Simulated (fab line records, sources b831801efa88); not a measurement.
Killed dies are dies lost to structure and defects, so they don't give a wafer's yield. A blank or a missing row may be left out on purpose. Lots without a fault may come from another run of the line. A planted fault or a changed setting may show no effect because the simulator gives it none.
Which tool did it? | flow gf180mcu | 7 lots, 21 wafers sampled, at 2 steps of a route of 602

WHAT THE GAUGES READ, wafer by wafer
GF_VT_IMPLANT_TW_MEAS_43.
lot  | measured     | on            | VT_IMPLANT_4_TW
L464 | day 8 03:14  | film_metro-04 | 685 688 683
L466 | day 8 17:54  | film_metro-01 | 700 701 699
L468 | day 9 07:52  | film_metro-04 | 689 685 685
L470 | day 9 20:47  | film_metro-01 | 697 695 694
L473 | day 10 19:09 | film_metro-01 | 696 695 698
L475 | day 11 04:58 | film_metro-01 | 695 696 694
L485 | day 14 03:44 | film_metro-03 | 681 680 679

WHICH TOOL RAN EACH LOT (tool, then ch and the chambers of the sampled wafers, then the start)
lot  | GF_VT_IMPLANT_IMPLANT_41
L464 | implanter-04 ch 0, day 8 02:59
L466 | implanter-04 ch 0, day 8 17:39
L468 | implanter-03 ch 0, day 9 07:36
L470 | implanter-01 ch 0, day 9 20:34
L473 | implanter-03 ch 0, day 10 18:54
L475 | implanter-03 ch 0, day 11 04:43
L485 | implanter-01 ch 0, day 14 03:31
- GF_VT_IMPLANT_IMPLANT_41

THE ANSWER, worked out from the rows above alone
Rule: what is usual is taken from the lots themselves. Put in order of their means at a reading, lots are off if they are a third of the lots or fewer, leave a main group of 4 or more, and stand apart from it by a gap of 3 or more times the standard deviation of the main group's means; of several such gaps the widest counts. A main group whose means are all the same, to the digits that the tables above print for the reading, isn't used. A lot without any number at a reading at which 4 lots or more have one is off too. The other lots that the step has rows for count as sound.
No lot is off at any reading shown: from this, nothing can be told.

WHAT THE SIMULATOR HAD PUT IN
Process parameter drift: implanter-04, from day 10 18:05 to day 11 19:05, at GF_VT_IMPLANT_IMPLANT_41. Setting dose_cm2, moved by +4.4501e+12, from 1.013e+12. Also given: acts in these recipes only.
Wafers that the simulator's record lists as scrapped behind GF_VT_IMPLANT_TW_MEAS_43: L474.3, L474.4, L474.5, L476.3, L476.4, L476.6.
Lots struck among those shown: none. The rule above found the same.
